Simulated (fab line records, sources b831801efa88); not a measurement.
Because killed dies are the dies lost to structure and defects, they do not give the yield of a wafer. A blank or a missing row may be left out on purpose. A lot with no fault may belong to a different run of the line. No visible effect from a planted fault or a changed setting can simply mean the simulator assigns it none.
What tool caused it? -- flow gf180mcu -- 21 wafers from 7 lots sampled at 5 of the route's 602 steps

## WHAT THE GAUGES READ, wafer by wafer
GF_V2_THK_MEAS_03.
lot,measured,on,V2_CVD_02_THK (nm)
L137,day 19 12:58,film_metro-04,845 861 866
L143,day 21 23:08,film_metro-04,843 844 851
L146,day 23 01:12,film_metro-04,845 838 861
L150,day 24 09:09,film_metro-04,848 851 856
L154,day 25 16:08,film_metro-03,836 868 857
L157,day 26 08:50,film_metro-04,853 870 881
L159,day 27 02:34,film_metro-04,851 861 873

## WHAT TOOL EACH LOT RAN ON (gives the tool, then ch and the chambers of the sampled wafers, and finally the start)
lot,GF_MVPSD_COAT_02,GF_MVPSD_STRIP_10,GF_V1_STRIP_18,GF_M2_METAL_ETCH_16
L137,"litho_track-02 ch 0, day 4 21:02","plasma_asher-04 ch 0,1, day 5 04:22","plasma_asher-02 ch 0,1, day 18 09:47","rie_metal-04 ch 0,1, day 19 12:07"
L143,"litho_track-02 ch 0, day 6 10:18","plasma_asher-03 ch 0,1, day 6 19:05","plasma_asher-03 ch 0,1, day 20 20:50","rie_metal-03 ch 0,1, day 21 22:16"
L146,"litho_track-04 ch 0, day 7 04:23","plasma_asher-03 ch 0,1, day 7 13:22","plasma_asher-03 ch 0,1, day 22 00:36","rie_metal-04 ch 0,1, day 23 00:21"
L150,"litho_track-01 ch 0, day 8 04:25","plasma_asher-01 ch 0,1, day 8 13:28","plasma_asher-03 ch 0,1, day 23 08:11","rie_metal-03 ch 0,1, day 24 08:18"
L154,"litho_track-02 ch 0, day 9 04:45","plasma_asher-01 ch 0,1, day 9 13:41","plasma_asher-03 ch 0,1, day 24 16:13","rie_metal-03 ch 0,1, day 25 15:18"
L157,"litho_track-02 ch 0, day 9 18:51","plasma_asher-04 ch 0,1, day 10 04:08","plasma_asher-04 ch 0,1, day 25 09:10","rie_metal-04 ch 0,1, day 26 08:00"
L159,"litho_track-02 ch 0, day 10 07:35","plasma_asher-04 ch 1, day 10 17:17","plasma_asher-03 ch 0,1, day 26 03:30","rie_metal-03 ch 0,1, day 27 01:34"
- GF_MVPSD_COAT_02: resist thk 3000 nm.
- GF_MVPSD_STRIP_10: strips in O2/N2.
- GF_V1_STRIP_18: strips in O2/N2.
- GF_M2_METAL_ETCH_16: etches the open film in Cl2/BCl3, stops on SiO2, target depth 627.5 nm, time 104.6 s.

## THE ANSWER, worked out from the rows above alone
Rule: the lots themselves supply what counts as usual. The widest of any qualifying gaps counts: lots, ordered by their means at a reading, are off when they make up no more than a third of the lots, leave a main group of 4 or more, and stand apart from it by 3 or more times the standard deviation of that group's means. The tables above print the reading to a certain number of digits; a main group whose means all agree to those digits is not used. A lot without any number at a reading at which 4 lots or more have one is off too. Any other lot the step has rows for is counted as sound.
Nothing can be told from this: no lot is off at any reading shown.

## WHAT THE SIMULATOR PUT IN
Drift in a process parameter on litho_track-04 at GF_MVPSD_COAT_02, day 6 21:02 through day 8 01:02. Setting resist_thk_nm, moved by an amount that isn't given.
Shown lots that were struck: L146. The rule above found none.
